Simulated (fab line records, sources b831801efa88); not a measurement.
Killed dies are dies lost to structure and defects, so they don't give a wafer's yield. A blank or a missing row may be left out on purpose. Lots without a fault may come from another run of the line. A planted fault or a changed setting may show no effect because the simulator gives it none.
Which tool did it? | flow sky130 | 24 lots, 72 wafers sampled, at 5 steps of a route of 708

WHAT THE GAUGES READ, wafer by wafer
SKY_NWELL_THK_MEAS_02. Usual: NWELL_OXIDATION_THK 10.06 nm, standard deviation 0.17.
lot  | measured    | on            | NWELL_OXIDATION_THK (nm) | flag
L074 | day 2 11:28 | film_metro-02 | 10.18 10.22 10.18        |
L075 | day 2 17:37 | film_metro-03 | 10.08 9.96 10.10         |
L076 | day 2 23:37 | film_metro-03 | 10.21 9.92 9.93          |
L077 | day 3 07:21 | film_metro-02 | 10.01 10.16 10.29        |
L078 | day 3 13:36 | film_metro-04 | 10.14 10.03 10.04        |
L079 | day 3 16:09 | film_metro-04 | 10.36 10.12 10.25        |
L080 | day 3 20:17 | film_metro-04 | 10.20 10.30 10.32        |
L081 | day 4 03:07 | film_metro-03 | 10.14 10.17 10.23        |
L082 | day 4 08:56 | film_metro-04 | 10.18 9.89 10.16         |
L083 | day 4 11:50 | film_metro-04 | 9.93 10.04 10.02         |
L084 | day 4 15:01 | film_metro-02 | 9.88 10.11 10.05         |
L085 | day 4 21:19 | film_metro-04 | 9.99 9.92 10.01          |
L086 | day 5 10:01 | film_metro-04 | 10.29 10.18 10.16        |
L087 | day 5 15:26 | film_metro-04 | 10.17 10.31 10.28        |
L089 | day 5 19:02 | film_metro-04 | 10.03 10.07 10.10        |
L088 | day 5 19:02 | film_metro-03 | 9.73 9.80 9.98           |
L090 | day 6 00:52 | film_metro-02 | 10.00 9.94 9.99          |
L091 | day 6 03:48 | film_metro-02 | 9.98 10.04 9.92          |
L092 | day 6 12:28 | film_metro-04 | 10.31 10.12 10.20        |
L093 | day 6 18:02 | film_metro-02 | 9.86 10.04 9.73          |
L094 | day 6 20:59 | film_metro-03 | 9.93 9.86 9.83           |
L095 | day 7 01:56 | film_metro-04 | 10.15 10.09 10.19        |
L096 | day 7 06:44 | film_metro-04 | 10.15 10.19 10.17        |
L097 | day 7 12:33 | film_metro-02 | 10.29 10.26 10.31        |

SKY_POLY_CUT_OVL_MEAS_09. Usual: POLY_CUT_OVL 1 nm, standard deviation 5.
lot  | measured     | on         | POLY_CUT_OVL (nm) | flag
L074 | day 24 01:35 | overlay-01 | 2 -2 2            |
L075 | day 24 11:08 | overlay-01 | -3 3 4            |
L076 | day 24 20:14 | overlay-01 | 1 0 9             |
L077 | day 25 12:32 | overlay-01 | 12 11 13          |
L078 | day 26 00:03 | overlay-01 | 6 2 3             |
L079 | day 26 05:11 | overlay-01 | 0 0 -6            |
L080 | day 26 13:21 | overlay-01 | -1 -1 -1          |
L081 | day 26 23:34 | overlay-01 | 1 3 0             |
L082 | day 27 07:34 | overlay-02 | 1 3 2             |
L083 | day 27 21:05 | overlay-01 | 5 7 7             |
L084 | day 27 21:26 | overlay-01 | -6 -2 -1          |
L085 | day 28 05:28 | overlay-02 | 0 -10 -2          |
L086 | day 29 02:37 | overlay-01 | 3 2 0             |
L087 | day 29 06:35 | overlay-01 | -11 -7 -9         |
L089 | day 29 17:53 | overlay-02 | 0 -3 -1           |
L088 | day 29 19:25 | overlay-01 | 4 -3 3            |
L090 | day 29 23:34 | overlay-01 | 1 -4 1            |
L091 | day 30 03:56 | overlay-02 | -1 -1 0           |
L092 | day 30 18:18 | overlay-02 | -2 2 0            |
L093 | day 30 20:08 | overlay-02 | -5 -8 -12         |
L094 | day 31 09:57 | overlay-02 | 10 2 14           |
L095 | day 31 12:58 | overlay-02 | 4 5 2             |
L096 | day 31 20:19 | overlay-01 | 6 5 6             |
L097 | day 31 22:20 | overlay-02 | 1 -1 1            |

SKY_METAL1_CD_MEAS_15: target cd 140 nm. Usual: cd_nm 139.9 nm, standard deviation 1.4.
lot  | measured     | on        | cd_nm (nm)        | flag
L074 | day 32 17:33 | cd_sem-02 | 139.1 138.8 138.7 |
L075 | day 33 01:13 | cd_sem-01 | 139.0 138.3 138.4 |
L076 | day 33 10:44 | cd_sem-01 | 140.7 140.1 140.6 |
L077 | day 33 23:02 | cd_sem-01 | 139.6 141.0 139.7 |
L078 | day 34 13:20 | cd_sem-02 | 140.7 139.4 140.9 |
L079 | day 34 14:32 | cd_sem-01 | 141.2 139.8 140.8 |
L080 | day 34 22:33 | cd_sem-02 | 140.2 140.5 140.3 |
L081 | day 35 06:02 | cd_sem-01 | 141.3 141.6 139.2 |
L082 | day 35 13:37 | cd_sem-01 | 140.3 141.4 140.3 |
L083 | day 36 03:58 | cd_sem-01 | 138.2 139.2 138.4 |
L084 | day 36 04:29 | cd_sem-01 | 138.0 138.6 138.2 |
L085 | day 36 13:13 | cd_sem-01 | 140.0 139.4 140.6 |
L086 | day 37 05:16 | cd_sem-02 | 139.4 138.2 137.8 |
L087 | day 37 10:32 | cd_sem-01 | 142.1 143.6 142.6 |
L089 | day 37 18:30 | cd_sem-02 | 140.3 141.0 139.6 |
L088 | day 37 22:34 | cd_sem-01 | 139.7 139.9 140.5 |
L090 | day 37 23:26 | cd_sem-02 | 139.1 139.4 136.7 |
L091 | day 38 03:58 | cd_sem-01 | 138.7 137.5 138.4 |
L092 | day 38 19:16 | cd_sem-02 | 143.0 139.4 140.9 |
L093 | day 38 21:22 | cd_sem-01 | 139.8 141.2 139.7 |
L094 | day 39 10:11 | cd_sem-01 | 139.1 139.2 140.0 |
L095 | day 39 13:15 | cd_sem-02 | 138.7 139.6 140.5 |
L096 | day 39 18:41 | cd_sem-01 | 138.6 141.1 140.3 |
L097 | day 39 21:09 | cd_sem-01 | 141.8 142.2 142.7 |

WHICH TOOL RAN EACH LOT (tool, then ch and the chambers of the sampled wafers, then the start)
lot  | SKY_POLY_CUT_ETCH_11               | SKY_POLY_CUT_STRIP_12
L074 | rie_diel-02 ch 1,2,3, day 24 01:38 | plasma_asher-04 ch 0,1, day 24 01:43
L075 | rie_diel-01 ch 1,2, day 24 11:13   | plasma_asher-01 ch 0,1, day 24 11:16
L076 | rie_diel-02 ch 0,1,3, day 24 20:19 | plasma_asher-01 ch 0,1, day 24 20:21
L077 | rie_diel-04 ch 0,1,2, day 25 12:37 | plasma_asher-01 ch 0,1, day 25 12:39
L078 | rie_diel-02 ch 0,1,3, day 26 00:07 | plasma_asher-04 ch 0,1, day 26 00:11
L079 | rie_diel-02 ch 0,3, day 26 05:16   | plasma_asher-03 ch 0,1, day 26 05:18
L080 | rie_diel-01 ch 1,2, day 26 13:25   | plasma_asher-03 ch 0,1, day 26 13:29
L081 | rie_diel-01 ch 0,3, day 26 23:38   | plasma_asher-04 ch 0,1, day 26 23:41
L082 | rie_diel-01 ch 0,1,2, day 27 07:38 | plasma_asher-03 ch 0,1, day 27 07:41
L083 | rie_diel-02 ch 1,2,3, day 27 21:10 | plasma_asher-01 ch 0,1, day 27 21:12
L084 | rie_diel-01 ch 1,3, day 27 21:31   | plasma_asher-03 ch 0, day 27 21:33
L085 | rie_diel-01 ch 0,1,3, day 28 05:32 | plasma_asher-03 ch 0,1, day 28 05:35
L086 | rie_diel-01 ch 0,1,2, day 29 02:40 | plasma_asher-01 ch 0,1, day 29 02:44
L087 | rie_diel-04 ch 0,1, day 29 06:40   | plasma_asher-03 ch 0,1, day 29 06:42
L089 | rie_diel-01 ch 0,1,2, day 29 17:58 | plasma_asher-03 ch 0,1, day 29 18:01
L088 | rie_diel-02 ch 1,3, day 29 19:29   | plasma_asher-03 ch 0,1, day 29 19:32
L090 | rie_diel-01 ch 1,2, day 29 23:38   | plasma_asher-03 ch 0,1, day 29 23:41
L091 | rie_diel-01 ch 1,2,3, day 30 04:01 | plasma_asher-04 ch 0,1, day 30 04:03
L092 | rie_diel-02 ch 1,3, day 30 18:22   | plasma_asher-01 ch 0,1, day 30 18:25
L093 | rie_diel-04 ch 0,2,3, day 30 20:13 | plasma_asher-01 ch 0,1, day 30 20:15
L094 | rie_diel-02 ch 1,2,3, day 31 10:02 | plasma_asher-04 ch 0,1, day 31 10:05
L095 | rie_diel-02 ch 1,2, day 31 13:02   | plasma_asher-03 ch 0,1, day 31 13:05
L096 | rie_diel-04 ch 0,1,2, day 31 20:23 | plasma_asher-01 ch 0,1, day 31 20:26
L097 | rie_diel-01 ch 0,2, day 31 22:25   | plasma_asher-01 ch 0,1, day 31 22:27
- SKY_POLY_CUT_ETCH_11: etches Si3N4 in CF4/CH2F2/Ar, stops on poly-Si, time 42.5 s, target depth 60 nm.
- SKY_POLY_CUT_STRIP_12: strips in O2/N2.

WHAT THE TOOLS THEMSELVES READ (means of the sampled wafers that have a number; where no wafer has one, the mark that the record gives instead)
SKY_POLY_CUT_ETCH_11. Usual: cf4_flow_sccm 39.97 sccm, standard deviation 0.13; chamber_pressure_mTorr 40.00 mTorr, standard deviation 0.037; drypump_motor_current_A 5.6 A, standard deviation 0.44; oes_product_au 0.824 a.u., standard deviation 0.0057; throttle_valve_pct 14.993 %, standard deviation 0.0092.
lot  | tool        | cf4_flow_sccm (sccm) | chamber_pressure_mTorr (mTorr) | drypump_motor_current_A (A) | oes_product_au (a.u.) | throttle_valve_pct (%) | flag
L074 | rie_diel-02 | 39.92                | 39.96                          | 5.8                         | 0.826                 | 14.991                 |
L075 | rie_diel-01 | 39.91                | 39.98                          | 5.5                         | 0.820                 | 14.989                 |
L076 | rie_diel-02 | 39.93                | 40.00                          | 5.8                         | 0.822                 | 15.002                 |
L077 | rie_diel-04 | 39.89                | 39.99                          | 5.3                         | 0.821                 | 14.990                 |
L078 | rie_diel-02 | 39.99                | 39.97                          | 5.8                         | 0.826                 | 14.985                 |
L079 | rie_diel-02 | 39.89                | 39.97                          | 5.6                         | 0.822                 | 14.989                 |
L080 | rie_diel-01 | 40.03                | 39.98                          | 5.2                         | 0.828                 | 15.003                 |
L081 | rie_diel-01 | 39.91                | 39.98                          | 5.8                         | 0.823                 | 14.997                 |
L082 | rie_diel-01 | 40.02                | 40.00                          | 5.6                         | 0.826                 | 14.990                 |
L083 | rie_diel-02 | 39.99                | 40.00                          | 5.9                         | 0.822                 | 14.986                 |
L084 | rie_diel-01 | 40.02                | 39.99                          | 5.2                         | 0.831                 | 14.994                 |
L085 | rie_diel-01 | 39.99                | 39.99                          | 5.5                         | 0.824                 | 14.996                 |
L086 | rie_diel-01 | 39.97                | 39.96                          | 5.5                         | 0.827                 | 14.990                 |
L087 | rie_diel-04 | 40.03                | 40.01                          | 5.3                         | 0.826                 | 14.980                 |
L089 | rie_diel-01 | 39.97                | 39.95                          | 5.5                         | 0.817                 | 14.995                 |
L088 | rie_diel-02 | 39.94                | 39.98                          | 6.1                         | 0.819                 | 14.993                 |
L090 | rie_diel-01 | 39.92                | 40.01                          | 5.5                         | 0.829                 | 14.995                 |
L091 | rie_diel-01 | 39.85                | 40.02                          | 5.5                         | 0.823                 | 14.982                 |
L092 | rie_diel-02 | 40.05                | 39.99                          | 6.1                         | 0.818                 | 14.981                 |
L093 | rie_diel-04 | 39.95                | 40.01                          | 5.3                         | 0.816                 | 14.997                 |
L094 | rie_diel-02 | 39.91                | 40.02                          | 5.8                         | 0.834                 | 14.996                 |
L095 | rie_diel-02 | 39.98                | 39.99                          | 5.9                         | 0.823                 | 14.990                 |
L096 | rie_diel-04 | 39.96                | 39.98                          | 5.4                         | 0.821                 | 14.991                 |
L097 | rie_diel-01 | 40.05                | 39.97                          | 5.8                         | 0.831                 | 15.001                 |

SKY_POLY_CUT_STRIP_12. Usual: chamber_pressure_mTorr 1500.0 mTorr, standard deviation 1.3; drypump_motor_current_A 5.6 A, standard deviation 0.32; oes_product_au 0.452 a.u., standard deviation 0.0043; strip_time_to_endpoint_s 5.352 s, standard deviation 0.015.
lot  | tool            | chamber_pressure_mTorr (mTorr) | drypump_motor_current_A (A) | oes_product_au (a.u.) | strip_time_to_endpoint_s (s) | flag
L074 | plasma_asher-04 | 1499.5                         | 5.7                         | 0.454                 | 5.359                        |
L075 | plasma_asher-01 | 1499.5                         | 5.8                         | 0.453                 | 5.342                        |
L076 | plasma_asher-01 | 1500.7                         | 5.8                         | 0.452                 | 5.360                        |
L077 | plasma_asher-01 | 1498.5                         | 5.8                         | 0.455                 | 5.357                        |
L078 | plasma_asher-04 | 1499.7                         | 5.8                         | 0.454                 | 5.357                        |
L079 | plasma_asher-03 | 1498.7                         | 5.2                         | 0.456                 | 5.375                        |
L080 | plasma_asher-03 | 1500.1                         | 5.3                         | 0.456                 | 5.366                        |
L081 | plasma_asher-04 | 1501.0                         | 5.8                         | 0.454                 | 5.353                        |
L082 | plasma_asher-03 | 1499.8                         | 5.3                         | 0.456                 | 5.353                        |
L083 | plasma_asher-01 | 1500.6                         | 5.8                         | 0.454                 | 5.347                        |
L084 | plasma_asher-03 | 1500.2                         | 5.4                         | 0.448                 | 5.338                        |
L085 | plasma_asher-03 | 1500.2                         | 5.3                         | 0.450                 | 5.362                        |
L086 | plasma_asher-01 | 1500.6                         | 5.9                         | 0.454                 | 5.353                        |
L087 | plasma_asher-03 | 1500.0                         | 5.3                         | 0.449                 | 5.373                        |
L089 | plasma_asher-03 | 1500.2                         | 5.3                         | 0.455                 | 5.340                        |
L088 | plasma_asher-03 | 1500.0                         | 5.3                         | 0.452                 | 5.340                        |
L090 | plasma_asher-03 | 1499.4                         | 5.2                         | 0.450                 | 5.365                        |
L091 | plasma_asher-04 | 1500.6                         | 5.8                         | 0.451                 | 5.361                        |
L092 | plasma_asher-01 | 1499.4                         | 5.9                         | 0.452                 | 5.347                        |
L093 | plasma_asher-01 | 1501.0                         | 5.8                         | 0.452                 | 5.346                        |
L094 | plasma_asher-04 | 1498.9                         | 5.8                         | 0.452                 | 5.338                        |
L095 | plasma_asher-03 | 1499.5                         | 5.3                         | 0.452                 | 5.374                        |
L096 | plasma_asher-01 | 1500.0                         | 5.8                         | 0.453                 | 5.331                        |
L097 | plasma_asher-01 | 1498.9                         | 5.8                         | 0.456                 | 5.348                        |

THE ANSWER, worked out from the rows above alone
Rule: a lot is off if the mean of its wafers that have a number lies more than 3 standard deviations from the usual mean. A lot without any number at a reading at which 4 lots or more have one is off too. The other lots that the step has rows for count as sound. The gauges are gone through in route order, then the tools' own readings, and for those a lot's mean is taken as printed above. The first step at which some lot is off is used, and at that step the reading that is off furthest; a lot without a number counts as furthest.
No lot is off at any reading shown: from this, nothing can be told.

WHAT THE SIMULATOR HAD PUT IN
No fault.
